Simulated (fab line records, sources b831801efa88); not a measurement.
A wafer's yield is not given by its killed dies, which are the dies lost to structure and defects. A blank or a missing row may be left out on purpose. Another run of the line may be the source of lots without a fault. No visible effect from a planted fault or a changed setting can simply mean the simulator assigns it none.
Check of tool commonality || flow gf180mcu || 12 lots, 36 wafers sampled

WHY IT WAS OPENED
Of 12 lots, 2 have the reading MVPSD_TW flagged at GF_MVPSD_TW_MEAS_11. Fault-free wafers read 557, with a standard deviation of 5.8.
Rule: a lot is flagged in two cases, either no wafer of it has a number, or all its wafers with numbers fall more than 4 standard deviations from that mean. As for the other lots, they are considered sound.

{"lot": "L364", "measured": "day 5 01:52", "on": "film_metro-01", "MVPSD_TW, wafer by wafer": "566 563 566", "flag": ""}
{"lot": "L365", "measured": "day 5 08:02", "on": "film_metro-04", "MVPSD_TW, wafer by wafer": "554 554 553", "flag": ""}
{"lot": "L367", "measured": "day 5 19:04", "on": "film_metro-02", "MVPSD_TW, wafer by wafer": "559 557 557", "flag": ""}
{"lot": "L371", "measured": "day 6 20:47", "on": "film_metro-02", "MVPSD_TW, wafer by wafer": "640 641 640", "flag": "FLAGGED"}
{"lot": "L375", "measured": "day 7 19:04", "on": "film_metro-04", "MVPSD_TW, wafer by wafer": "637 638 643", "flag": "FLAGGED"}
{"lot": "L377", "measured": "day 8 05:58", "on": "film_metro-01", "MVPSD_TW, wafer by wafer": "566 563 561", "flag": ""}
{"lot": "L378", "measured": "day 8 14:58", "on": "film_metro-04", "MVPSD_TW, wafer by wafer": "552 553 550", "flag": ""}
{"lot": "L383", "measured": "day 9 16:35", "on": "film_metro-04", "MVPSD_TW, wafer by wafer": "549 555 555", "flag": ""}
{"lot": "L384", "measured": "day 9 23:38", "on": "film_metro-01", "MVPSD_TW, wafer by wafer": "565 567 564", "flag": ""}
{"lot": "L385", "measured": "day 10 05:43", "on": "film_metro-04", "MVPSD_TW, wafer by wafer": "552 549 554", "flag": ""}
{"lot": "L386", "measured": "day 10 10:38", "on": "film_metro-04", "MVPSD_TW, wafer by wafer": "551 552 552", "flag": ""}
{"lot": "L387", "measured": "day 10 18:56", "on": "film_metro-01", "MVPSD_TW, wafer by wafer": "560 559 562", "flag": ""}
On average the flagged lots' numbers are 640, which is +83 against the usual, or +14 standard deviations.

WHICH TOOL RAN EACH LOT
2 process steps preceding the reading are held in the record, out of 602 steps in the route. Cell contents, in order: the tool; ch with the chambers the sampled wafers went through; the start.
{"lot": "L364", "flag": "", "GF_DNWELL_STRIP_08": "plasma_asher-03 ch 0,1, day 2 18:41", "GF_MVPSD_IMPLANT_08": "implanter-04 ch 0, day 5 01:29"}
{"lot": "L365", "flag": "", "GF_DNWELL_STRIP_08": "plasma_asher-02 ch 0,1, day 3 00:12", "GF_MVPSD_IMPLANT_08": "implanter-02 ch 0, day 5 07:40"}
{"lot": "L367", "flag": "", "GF_DNWELL_STRIP_08": "plasma_asher-03 ch 0,1, day 3 10:23", "GF_MVPSD_IMPLANT_08": "implanter-02 ch 0, day 5 18:40"}
{"lot": "L371", "flag": "FLAGGED", "GF_DNWELL_STRIP_08": "plasma_asher-01 ch 0,1, day 4 09:10", "GF_MVPSD_IMPLANT_08": "implanter-02 ch 0, day 6 20:25"}
{"lot": "L375", "flag": "FLAGGED", "GF_DNWELL_STRIP_08": "plasma_asher-03 ch 0,1, day 5 05:32", "GF_MVPSD_IMPLANT_08": "implanter-02 ch 0, day 7 18:40"}
{"lot": "L377", "flag": "", "GF_DNWELL_STRIP_08": "plasma_asher-01 ch 0,1, day 5 15:41", "GF_MVPSD_IMPLANT_08": "implanter-04 ch 0, day 8 05:34"}
{"lot": "L378", "flag": "", "GF_DNWELL_STRIP_08": "plasma_asher-02 ch 0,1, day 5 22:17", "GF_MVPSD_IMPLANT_08": "implanter-01 ch 0, day 8 14:35"}
{"lot": "L383", "flag": "", "GF_DNWELL_STRIP_08": "plasma_asher-03 ch 0,1, day 6 22:53", "GF_MVPSD_IMPLANT_08": "implanter-04 ch 0, day 9 16:12"}
{"lot": "L384", "flag": "", "GF_DNWELL_STRIP_08": "plasma_asher-03 ch 0,1, day 7 04:23", "GF_MVPSD_IMPLANT_08": "implanter-04 ch 0, day 9 23:14"}
{"lot": "L385", "flag": "", "GF_DNWELL_STRIP_08": "plasma_asher-02 ch 0,1, day 7 10:44", "GF_MVPSD_IMPLANT_08": "implanter-04 ch 0, day 10 05:19"}
{"lot": "L386", "flag": "", "GF_DNWELL_STRIP_08": "plasma_asher-02 ch 0,1, day 7 15:01", "GF_MVPSD_IMPLANT_08": "implanter-02 ch 0, day 10 10:15"}
{"lot": "L387", "flag": "", "GF_DNWELL_STRIP_08": "plasma_asher-01 ch 0,1, day 7 21:32", "GF_MVPSD_IMPLANT_08": "implanter-02 ch 0, day 10 18:33"}
These steps, and what they do:
- GF_DNWELL_STRIP_08: strips in O2/N2.
- GF_MVPSD_IMPLANT_08
- GF_MVPSD_TW_MEAS_11

FLAGGED AGAINST TOTAL, ONE TOOL AT A TIME (gauges that did the reading follow at the end)
{"step": "GF_DNWELL_STRIP_08", "tool": "plasma_asher-01", "lots run": 3, "flagged": 1, "share of the flagged lots": "some", "sound lots run after its first flagged lot": "2 (L377,L387)"}
{"step": "GF_DNWELL_STRIP_08", "tool": "plasma_asher-02", "lots run": 4, "flagged": 0, "share of the flagged lots": "none", "sound lots run after its first flagged lot": "-"}
{"step": "GF_DNWELL_STRIP_08", "tool": "plasma_asher-03", "lots run": 5, "flagged": 1, "share of the flagged lots": "some", "sound lots run after its first flagged lot": "2 (L383,L384)"}
{"step": "GF_MVPSD_IMPLANT_08", "tool": "implanter-01", "lots run": 1, "flagged": 0, "share of the flagged lots": "none", "sound lots run after its first flagged lot": "-"}
{"step": "GF_MVPSD_IMPLANT_08", "tool": "implanter-02", "lots run": 6, "flagged": 2, "share of the flagged lots": "all", "sound lots run after its first flagged lot": "2 (L386,L387)"}
{"step": "GF_MVPSD_IMPLANT_08", "tool": "implanter-04", "lots run": 5, "flagged": 0, "share of the flagged lots": "none", "sound lots run after its first flagged lot": "-"}
{"step": "GF_MVPSD_TW_MEAS_11", "tool": "film_metro-01", "lots run": 4, "flagged": 0, "share of the flagged lots": "none", "sound lots run after its first flagged lot": "-"}
{"step": "GF_MVPSD_TW_MEAS_11", "tool": "film_metro-02", "lots run": 2, "flagged": 1, "share of the flagged lots": "some", "sound lots run after its first flagged lot": 0}
{"step": "GF_MVPSD_TW_MEAS_11", "tool": "film_metro-04", "lots run": 6, "flagged": 1, "share of the flagged lots": "some", "sound lots run after its first flagged lot": "4 (L378,L383,L385,L386)"}

WHAT THE TABLE ALLOWS
Rows of the table that ran each flagged lot: 1, that is implanter-02 at GF_MVPSD_IMPLANT_08.
- implanter-02 at GF_MVPSD_IMPLANT_08 ran 6 lots, 2 of them flagged. Lots that were sound ran on it after the first flagged one (L386, L387); a persistent fault on the entire tool would not allow that. Its own readings lie more than 4 standard deviations out on every wafer of the flagged lots: dose_ions_cm2, faraday_current_uA.
No row of the table ran every flagged lot and no sound lot after the first.

WHAT HAD BEEN PUT IN BY THE SIMULATOR
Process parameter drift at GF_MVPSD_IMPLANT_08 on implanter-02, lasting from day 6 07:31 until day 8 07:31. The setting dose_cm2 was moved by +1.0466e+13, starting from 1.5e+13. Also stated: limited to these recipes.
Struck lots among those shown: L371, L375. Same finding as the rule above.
